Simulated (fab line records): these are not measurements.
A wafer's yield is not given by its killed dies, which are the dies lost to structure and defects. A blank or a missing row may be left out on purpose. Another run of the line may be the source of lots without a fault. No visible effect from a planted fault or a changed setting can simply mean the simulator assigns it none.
fab line records | flow sky130
[record] lots = 7 | wafers = 19 | last_day = 50
route steps=708 shown RES_XHIGH@332 SD_N@342 PAD_OPEN@708
lots that met no fault: taken from a fault-free run of the same line
start_h: hours from the record's opening day to when the first of the lot's shown wafers began | wait_h: hours from the lot's prior step to this one | " the same as in the row above | L1.1+2: one row covering several wafers at once | - no value, or no start given | * or withheld: withheld | < > ~ a bound
route shown NAME@n: names a module that has steps shown in the file, with the first one's number in the route | usual: the fault-free wafers' mean and standard deviation | same: alike in all rows | chamber/n: place in a boat | sites: the reading at each site | _std_site: how widely they spread, as a standard deviation | _edge_site: mean of outer sites minus mean of inner sites | radius_mm: for every site, how far away it sits from the centre of the wafer | mask NAME#n: copy n | behind: the last tool/chamber to shape the wafer | hold: reason for holding the lot/hours on hold/outcome of the hold | device: the transistor (n, p or np) that didn't switch | end of line: the same wafers' tests at the end of the route | a step given without rows: its recipe and nothing more | killed: dies that structure and defects cost at the first sort, which is not the same as the wafer's yield | map: per-die view of a wafer (x killed, . not killed, _ where there is no die)
set.NAME: the setting that was run; set.NAME@STEP: the one run at that earlier step | model.NAME: the simulator's own value behind a step, which no gauge read
a table for each step, a row for each wafer; lots at some steps of the route
services: a tool's chamber out of use, with start hour (start_h, from the record's first day; less than 0 if before it), hours out, and reason
[[steps]]
[step SKY_RES_XHIGH_DEHYDRATE_00]
[recipe] temp_c = 200 | time_s = 60
[step SKY_RES_XHIGH_HMDS_01]
[recipe] prime_time_s = 60 | prime_temp_c = 120
[step SKY_RES_XHIGH_COAT_02]
[recipe] resist = NOVOLAK | spin_rpm = 3000 | resist_thk_nm = 1140
[step SKY_RES_XHIGH_SOFTBAKE_03]
[recipe] temp_c = 90 | time_s = 60 | resist = NOVOLAK
[step SKY_RES_XHIGH_EXPOSE_04]
[recipe] mask_id = URPM | na = 0.6 | source_shape = conventional | sigma_outer = 0.6 | polarization = unpolarized | target_cd_nm = 1270 | dose_mj = 140
[step SKY_RES_XHIGH_PEB_05]
[recipe] temp_c = withheld | time_s = * | resist = NOVOLAK
[step SKY_RES_XHIGH_DEVELOP_06]
[recipe] resist = NOVOLAK | developer = TMAH | develop_time_s = 60 | dev_temp_c = 23
[step SKY_RES_XHIGH_IMPLANT_07]
[recipe] species = BF2 | energy_kev = 20 | dose_cm2 = 3.6e+14 | tilt_deg = 0
[step SKY_RES_XHIGH_STRIP_08]
[recipe] chemistry = O2/N2 | power_w = 1400 | pressure_mtorr = 1500 | platen_temp_c = withheld | o2_flow_sccm = 3000 | n2_flow_sccm = 300 | overash_fraction = 0.5
[usual] drypump_motor_current_A = 5.4/0.51 | o2_flow_sccm = 3001/7.7 | oes_product_au = 0.711/0.0049 | strip_time_to_endpoint_s = 14.27/0.044
lot.wafer | tool            | chamber | start_h | wait_h | drypump_motor_current_A | o2_flow_sccm | oes_product_au | rf_hours_counter_h | strip_time_to_endpoint_s
L906.1    | plasma_asher-02 | 0       | 649.31  | 0.1    | 6.0                     | 2990         | 0.705          | 84                 | 14.23
L906.5    | "               | 1       | "       | "      | 4.8                     | 3001         | 0.722          | -                  | 14.28
L906.6    | "               | 0       | "       | "      | 6.0                     | 2985         | 0.715          | -                  | 14.27
L907.2    | plasma_asher-02 | 1       | 662.99  | 0.1    | 4.8                     | 3006         | 0.714          | 86                 | 14.26
L907.3    | "               | 0       | "       | "      | 6.1                     | 3013         | 0.712          | -                  | 14.31
L907.6    | "               | 1       | "       | "      | 4.8                     | 3010         | 0.712          | -                  | 14.27
L908.1    | plasma_asher-04 | 1       | 673.96  | 0.1    | 5.0                     | 3014         | 0.713          | 94                 | 14.21
L908.5    | "               | 0       | "       | "      | 5.6                     | 2999         | 0.722          | -                  | 14.25
L908.6    | "               | 1       | "       | "      | 5.0                     | 2995         | 0.711          | -                  | 14.23
L909.3    | plasma_asher-04 | 0       | 679.84  | 0.1    | 5.6                     | 3004         | 0.713          | -                  | 14.30
L909.5    | "               | 1       | "       | "      | 5.0                     | 2997         | 0.718          | -                  | 14.35
L909.6    | "               | 0       | "       | "      | 5.6                     | 3000         | 0.709          | -                  | 14.31
L921.4    | plasma_asher-02 | 1       | 772.70  | 0.1    | 4.8                     | 2995         | 0.703          | -                  | 14.27
L921.6    | "               | 0       | "       | "      | 6.1                     | 3000         | 0.701          | -                  | 14.30
L923.2    | plasma_asher-04 | 0       | 794.96  | 0.1    | 5.6                     | 2998         | 0.708          | 5                  | 14.29
L923.6    | "               | 1       | "       | "      | 5.0                     | 3001         | 0.711          | -                  | 14.30
L924.1    | plasma_asher-03 | 1       | 796.36  | 0.1    | 5.4                     | 3004         | 0.712          | 66                 | 14.31
L924.2    | "               | 0       | "       | "      | 6.1                     | 2996         | 0.711          | 66                 | 14.29
L924.4    | "               | 0       | "       | "      | 6.1                     | 2988         | 0.709          | -                  | 14.28
[step SKY_RES_XHIGH_TW_MEAS_09]
[usual] RES_XHIGH_TW = 1634/16
lot.wafer | tool          | chamber | start_h | wait_h | RES_XHIGH_TW
L906.1    | film_metro-04 | -       | 649.41  | 0.1    | 1614
L906.5    | "             | -       | "       | "      | 1611
L906.6    | "             | -       | "       | "      | 1613
L907.2    | film_metro-04 | -       | 663.10  | 0.1    | 1614
L907.3    | "             | -       | "       | "      | 1617
L907.6    | "             | -       | "       | "      | 1614
L908.1    | film_metro-03 | -       | 674.06  | 0.1    | 1635
L908.5    | "             | -       | "       | "      | 1635
L908.6    | "             | -       | "       | "      | 1630
L909.3    | film_metro-04 | -       | 679.93  | 0.1    | 1617
L909.5    | "             | -       | "       | "      | 1624
L909.6    | "             | -       | "       | "      | 1620
L921.4    | film_metro-02 | -       | 772.79  | 0.1    | 1646
L921.6    | "             | -       | "       | "      | 1656
L923.2    | film_metro-02 | -       | 795.07  | 0.1    | 1649
L923.6    | "             | -       | "       | "      | 1638
L924.1    | film_metro-02 | -       | 796.46  | 0.1    | 1654
L924.2    | "             | -       | "       | "      | 1647
L924.4    | "             | -       | "       | "      | 1647
[step SKY_SD_N_DEHYDRATE_00]
[recipe] temp_c = 200 | time_s = 60
[step SKY_SD_N_HMDS_01]
[recipe] prime_time_s = 60 | prime_temp_c = 120
[step SKY_SD_N_COAT_02]
[recipe] resist = NOVOLAK | spin_rpm = 3000 | resist_thk_nm = 1140
lot.wafer | tool           | chamber | start_h | wait_h | model.NOVOLAK_of_SD_N_COAT_02.thk_nm
L906.1+5  | litho_track-03 | 0       | 663.40  | 0.1    | 1144
L906.6    | "              | 0       | "       | "      | 1145
L907.2    | litho_track-04 | 0       | 676.89  | 0.1    | 1140
L907.3    | "              | 0       | "       | "      | 1142
L907.6    | "              | 0       | "       | "      | 1137
L908.1    | litho_track-03 | 0       | 687.45  | 0.1    | 1137
L908.5    | "              | 0       | "       | "      | 1138
L908.6    | "              | 0       | "       | "      | 1140
L909.3+6  | litho_track-04 | 0       | 693.96  | 0.1    | 1140
L909.5    | "              | 0       | "       | "      | 1139
L921.4    | litho_track-03 | 0       | 785.88  | 0.1    | 1143
L921.6    | "              | 0       | "       | "      | 1102
L923.2    | litho_track-03 | 0       | 807.98  | 0.1    | 1100
L923.6    | "              | 0       | "       | "      | 1103
L924.1    | litho_track-03 | 0       | 809.70  | 0.1    | 1149
L924.2    | "              | 0       | "       | "      | 1110
L924.4    | "              | 0       | "       | "      | 1152
[step SKY_SD_N_SOFTBAKE_03]
[recipe] temp_c = 90 | time_s = 60 | resist = NOVOLAK
[step SKY_SD_N_EXPOSE_04]
[recipe] mask_id = NSDM | na = 0.6 | source_shape = conventional | sigma_outer = 0.6 | polarization = unpolarized | target_cd_nm = 380 | dose_mj = 141
[step SKY_SD_N_PEB_05]
[recipe] temp_c = withheld | time_s = * | resist = NOVOLAK
[step SKY_SD_N_DEVELOP_06]
[recipe] resist = NOVOLAK | developer = TMAH | develop_time_s = 60 | dev_temp_c = 23
lot.wafer  | tool           | chamber | start_h | wait_h | model.NOVOLAK_of_SD_N_COAT_02.thk_nm
L906.1     | litho_track-01 | 0       | 677.39  | 0.1    | 1144
L906.5     | "              | 0       | "       | "      | 1143
L906.6     | "              | 0       | "       | "      | 1145
L907.2     | litho_track-03 | 0       | 690.83  | 0.1    | 1140
L907.3     | "              | 0       | "       | "      | 1142
L907.6     | "              | 0       | "       | "      | 1136
L908.1+5   | litho_track-01 | 0       | 701.99  | 0.1    | 1137
L908.6     | "              | 0       | "       | "      | 1140
L909.3+5+6 | litho_track-04 | 0       | 708.51  | 0.1    | 1139
L921.4     | litho_track-01 | 0       | 798.21  | 0.1    | 1143
L921.6     | "              | 0       | "       | "      | 1102
L923.2     | litho_track-04 | 0       | 821.29  | 0.1    | 1100
L923.6     | "              | 0       | "       | "      | 1103
L924.1     | litho_track-01 | 0       | 823.14  | 0.1    | 1149
L924.2     | "              | 0       | "       | "      | 1110
L924.4     | "              | 0       | "       | "      | 1152
[step SKY_SD_N_CD_MEAS_07]
[recipe] target_cd_nm = 380
[usual] cd_nm = 379.8/2.8
lot.wafer | tool      | chamber | start_h | wait_h | cd_nm
L906.1    | cd_sem-01 | -       | 677.54  | 0.1    | 377.2
L906.5    | "         | -       | "       | "      | 378.3
L906.6    | "         | -       | "       | "      | 379.8
L907.2    | cd_sem-02 | -       | 690.97  | 0.1    | 376.7
L907.3    | "         | -       | "       | "      | 376.6
L907.6    | "         | -       | "       | "      | 378.5
L908.1    | cd_sem-02 | -       | 702.14  | 0.1    | 380.8
L908.5    | "         | -       | "       | "      | 381.4
L908.6    | "         | -       | "       | "      | 378.9
L909.3    | cd_sem-02 | -       | 708.65  | 0.1    | 384.4
L909.5    | "         | -       | "       | "      | 383.5
L909.6    | "         | -       | "       | "      | 387.2
L921.4    | cd_sem-02 | -       | 798.35  | 0.1    | 380.0
L921.6    | "         | -       | "       | "      | 383.1
L923.2    | cd_sem-02 | -       | 821.43  | 0.1    | 388.7
L923.6    | "         | -       | "       | "      | 384.7
L924.1    | cd_sem-02 | -       | 823.29  | 0.1    | 383.8
L924.2    | "         | -       | "       | "      | 386.2
L924.4    | "         | -       | "       | "      | 382.3
[step SKY_SD_N_OVL_MEAS_08]
[usual] SD_N_OVL = 0.0/1.3
lot.wafer | tool       | chamber | start_h | wait_h | SD_N_OVL[nm]
L906.1    | overlay-01 | -       | 677.66  | 0.1    | 2.2
L906.5    | "          | -       | "       | "      | 1.3
L906.6    | "          | -       | "       | "      | 1.5
L907.2    | overlay-02 | -       | 691.08  | 0.1    | -1.5
L907.3    | "          | -       | "       | "      | -1.2
L907.6    | "          | -       | "       | "      | -1.6
L908.1    | overlay-02 | -       | 702.26  | 0.1    | -1.1
L908.5    | "          | -       | "       | "      | -0.6
L908.6    | "          | -       | "       | "      | -0.8
L909.3    | overlay-01 | -       | 708.74  | 0.1    | -1.8
L909.5    | "          | -       | "       | "      | -0.3
L909.6    | "          | -       | "       | "      | -1.6
L921.4    | overlay-01 | -       | 798.42  | 0.1    | 1.2
L921.6    | "          | -       | "       | "      | -1.3
L923.2    | overlay-02 | -       | 821.54  | 0.1    | 0.6
L923.6    | "          | -       | "       | "      | -0.4
L924.1    | overlay-01 | -       | 823.41  | 0.1    | 1.9
L924.2    | "          | -       | "       | "      | -0.1
L924.4    | "          | -       | "       | "      | 0.0
[step SKY_SD_N_IMPLANT_09]
[recipe] species = As | energy_kev = 50 | dose_cm2 = 4e+15 | tilt_deg = 0
[step SKY_SD_N_IMPLANT_10]
[recipe] species = P | energy_kev = 20 | dose_cm2 = 1e+14 | tilt_deg = 0
[step SKY_SD_N_STRIP_11]
[recipe] chemistry = O2/N2 | power_w = 1400 | pressure_mtorr = 1500 | platen_temp_c = withheld | o2_flow_sccm = 3000 | n2_flow_sccm = 300 | overash_fraction = 0.5
[usual] drypump_motor_current_A = 5.5/0.42 | o2_flow_sccm = 2999/7.9 | oes_product_au = 0.527/0.0043 | strip_time_to_endpoint_s = 22.57/0.041
lot.wafer | tool            | chamber | start_h | wait_h | drypump_motor_current_A | o2_flow_sccm | oes_product_au | rf_hours_counter_h | strip_time_to_endpoint_s
L906.1    | plasma_asher-03 | 1       | 677.99  | 0.1    | 5.4                     | 2991         | 0.522          | 54                 | 22.60
L906.5    | "               | 1       | "       | "      | 5.4                     | 2998         | 0.530          | -                  | 22.61
L906.6    | "               | 0       | "       | "      | 6.1                     | 2995         | 0.531          | -                  | 22.63
L907.2    | plasma_asher-01 | 0       | 691.41  | 0.1    | 5.2                     | 2993         | 0.530          | 27                 | 22.57
L907.3    | "               | 1       | "       | "      | 6.0                     | 3001         | 0.524          | -                  | 22.62
L907.6    | "               | 0       | "       | "      | 5.2                     | 2996         | 0.529          | -                  | 22.56
L908.1    | plasma_asher-04 | 0       | 702.59  | 0.1    | 5.6                     | 3015         | 0.527          | 97                 | 22.52
L908.5    | "               | 0       | "       | "      | 5.6                     | 3008         | 0.530          | -                  | 22.54
L908.6    | "               | 1       | "       | "      | 5.0                     | 3000         | 0.532          | -                  | 22.56
L909.3    | plasma_asher-04 | 1       | 709.10  | 0.1    | 5.0                     | 2994         | 0.525          | -                  | 22.54
L909.5    | "               | 1       | "       | "      | 5.0                     | 2991         | 0.532          | -                  | 22.56
L909.6    | "               | 0       | "       | "      | 5.6                     | 3007         | 0.525          | -                  | 22.54
L921.4    | plasma_asher-03 | 0       | 798.78  | 0.1    | 6.1                     | 2990         | 0.532          | -                  | 22.59
L921.6    | "               | 1       | "       | "      | 5.4                     | 3011         | 0.524          | -                  | 22.13
L923.2    | plasma_asher-04 | 1       | 821.87  | 0.1    | 4.9                     | 3002         | 0.525          | 8                  | 22.05
L923.6    | "               | 0       | "       | "      | 5.6                     | 2995         | 0.529          | -                  | 22.09
L924.1    | plasma_asher-01 | 1       | 823.74  | 0.1    | 6.1                     | 3012         | 0.520          | 40                 | 22.62
L924.2    | "               | 0       | "       | "      | 5.2                     | 3008         | 0.519          | 40                 | 22.19
L924.4    | "               | 1       | "       | "      | 6.1                     | 2987         | 0.526          | -                  | 22.65
[step SKY_SD_N_TW_MEAS_12]
[usual] SD_N_TW = 3977/36
lot.wafer | tool          | chamber | start_h | wait_h | SD_N_TW
L906.1    | film_metro-03 | -       | 678.09  | 0.1    | 3981
L906.5    | "             | -       | "       | "      | 4002
L906.6    | "             | -       | "       | "      | 3990
L907.2    | film_metro-02 | -       | 691.52  | 0.1    | 4010
L907.3    | "             | -       | "       | "      | 4021
L907.6    | "             | -       | "       | "      | 4040
L908.1    | film_metro-03 | -       | 702.69  | 0.1    | 3960
L908.5    | "             | -       | "       | "      | 3957
L908.6    | "             | -       | "       | "      | 3999
L909.3    | film_metro-02 | -       | 709.19  | 0.1    | 4011
L909.5    | "             | -       | "       | "      | 4007
L909.6    | "             | -       | "       | "      | 4021
L921.4    | film_metro-04 | -       | 798.87  | 0.1    | 3909
L921.6    | "             | -       | "       | "      | 3918
L923.2    | film_metro-03 | -       | 821.98  | 0.1    | 3958
L923.6    | "             | -       | "       | "      | 3960
L924.1    | film_metro-03 | -       | 823.84  | 0.1    | 4007
L924.2    | "             | -       | "       | "      | 3997
L924.4    | "             | -       | "       | "      | 3987
[step SKY_PAD_OPEN_PROBE_99]
[usual] killed_at_M0_to_M3 = 42/7.7 | killed_at_M4_up = 3.1/1.9 | killed_at_contacts = 24/4.9 | killed_at_front_end = 15/4.6 | killed_at_other = 0.3/0.51 | killed_dies = 85/9.9 | killed_open = 47/7.1 | killed_short = 38/6.7
[same] gross_dies = 492 | killed_at_back_side = 0
lot.wafer | tool      | chamber | start_h | wait_h | killed_at_M0_to_M3 | killed_at_M4_up | killed_at_contacts | killed_at_front_end | killed_at_other | killed_dies | killed_open | killed_short
L906.5    | prober-01 | -       | 1098.62 | 0.2    | 32                 | 1               | 24                 | 13                  | 0               | 70          | 38          | 31
L906.6    | prober-01 | -       | 1098.67 | 0.2    | 50                 | 2               | 26                 | 16                  | 0               | 94          | 48          | 45
L907.2    | prober-02 | -       | 1106.61 | 0.1    | 44                 | 4               | 21                 | 20                  | 1               | 90          | 51          | 39
L907.3    | prober-02 | -       | 1106.66 | 0.2    | 31                 | 4               | 32                 | 14                  | 0               | 81          | 51          | 30
L907.6    | prober-02 | -       | 1106.81 | 0.2    | 38                 | 3               | 29                 | 27                  | 0               | 97          | 65          | 32
L908.1    | prober-01 | -       | 1117.23 | 0.1    | 39                 | 4               | 30                 | 8                   | 0               | 81          | 45          | 36
L908.5    | prober-01 | -       | 1117.43 | 0.2    | 31                 | 2               | 30                 | 14                  | 0               | 77          | 45          | 32
L908.6    | prober-01 | -       | 1117.48 | 0.2    | 34                 | 8               | 24                 | 9                   | 1               | 76          | 50          | 26
// killed by level:class
L906.5 LI_CONTACT:geometric_particle:open=11 CONTACT:geometric_particle:open=7 VIA1:geometric_particle:short=6 METAL3:geometric_particle:short=5 VIA3:geometric_particle:open=5 METAL1:geometric_particle:short=4 FIELD_ISO:geometric_particle:open=3 POLY_GATE:geometric_particle:short=3
L906.6 VIA1:geometric_particle:open=13 LOCAL_INTERCONNECT:geometric_particle:short=7 VIA2:geometric_particle:open=6 CONTACT:geometric_particle:short=6 CONTACT:geometric_particle:open=6 VIA3:geometric_particle:open=6 VIA2:geometric_particle:short=6 FIELD_ISO:geometric_particle:open=5
L907.2 CONTACT:geometric_particle:open=9 METAL1:geometric_particle:short=9 LI_CONTACT:geometric_particle:open=8 VIA1:geometric_particle:open=7 METAL2:geometric_particle:short=6 FIELD_ISO:geometric_particle:open=5 POLY_GATE:geometric_particle:open=5 VIA2:geometric_particle:open=5
L907.3 LI_CONTACT:geometric_particle:open=10 VIA1:geometric_particle:open=10 LOCAL_INTERCONNECT:geometric_particle:short=8 FIELD_ISO:geometric_particle:open=6 CONTACT:geometric_particle:open=6 CONTACT:geometric_particle:short=5 VIA3:geometric_particle:open=5 METAL1:geometric_particle:short=4
L907.6 VIA1:geometric_particle:open=14 LI_CONTACT:geometric_particle:open=13 CONTACT:geometric_particle:open=9 FIELD_ISO:geometric_particle:open=6 VIA2:geometric_particle:open=6 POLY_GATE:geometric_particle:short=5 POLY_GATE:geometric_particle:open=5 LOCAL_INTERCONNECT:geometric_particle:short=5
L908.1 LI_CONTACT:geometric_particle:open=11 VIA1:geometric_particle:open=10 VIA3:geometric_particle:open=9 VIA1:geometric_particle:short=7 CONTACT:geometric_particle:open=7 LI_CONTACT:geometric_particle:short=5 LOCAL_INTERCONNECT:geometric_particle:short=4 METAL1:geometric_particle:short=3
L908.5 LI_CONTACT:geometric_particle:open=15 CONTACT:geometric_particle:open=7 VIA1:geometric_particle:open=6 VIA1:geometric_particle:short=5 FIELD_ISO:geometric_particle:open=4 FIELD_ISO:geometric_particle:short=4 CONTACT:geometric_particle:short=4 METAL2:geometric_particle:short=4
L908.6 VIA1:geometric_particle:open=11 CONTACT:geometric_particle:open=10 LI_CONTACT:geometric_particle:open=9 VIA3:geometric_particle:open=6 VIA2:geometric_particle:open=6 METAL4:geometric_particle:short=4 METAL1:geometric_particle:short=4 FIELD_ISO:geometric_particle:short=3
[[services]]
tool            | chamber | start_h | hours | kind
plasma_asher-04 | -       | 642.87  | 14.6  | pm
plasma_asher-04 | -       | 733.75  | 9.0   | pm
plasma_asher-04 | 0       | 733.75  | 9.0   | vent_cycle
plasma_asher-04 | 1       | 733.75  | 9.0   | vent_cycle
plasma_asher-04 | 0       | 742.75  | -     | clean
plasma_asher-04 | 1       | 742.75  | -     | clean
plasma_asher-01 | -       | 782.57  | 7.4   | repair
plasma_asher-03 | -       | 819.67  | 14.9  | repair
[[key]]
[first_sign] step = SKY_SD_N_CD_MEAS_07 | reading = cd_nm | direction = up | sigmas = 2.1 | usual = 379.8 | struck = 385.7
[effect] step = SKY_SD_N_STRIP_11 | reading = strip_time_to_endpoint_s | direction = down | sigmas = 11 | usual = * | struck = *
[model_effect] step = SKY_SD_N_COAT_02 | value = NOVOLAK_of_SD_N_COAT_02.thk_nm | without = 1144 | struck = 1104
[model_effect] step = SKY_SD_N_DEVELOP_06 | value = NOVOLAK_of_SD_N_COAT_02.thk_nm | without = 1144 | struck = 1103
met_at SKY_SD_N_COAT_02
struck_wafers L921.6,L923.2,L923.6,L924.2
tester_left_out L921,L923,L924
onset_between 687.45 785.88
[fault] kind = process_parameter_drift | tool = litho_track-03 | chamber = - | onset_h = 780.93 | steps = SKY_SD_N_COAT_02 | channel = resist_thk_nm | offset = -40.144 | shape = step | end_h = 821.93 | scope = struck_wafers_only | acts_in = these_recipes_only | stated = 1140
// tester_left_out: of these lots the tester's yield and bins aren't shown, on N5 and GAA mostly nor the transistor test; their killed dies are dies lost to structure and defects alone, not to doping, threshold or leakage, so they don't give the yield
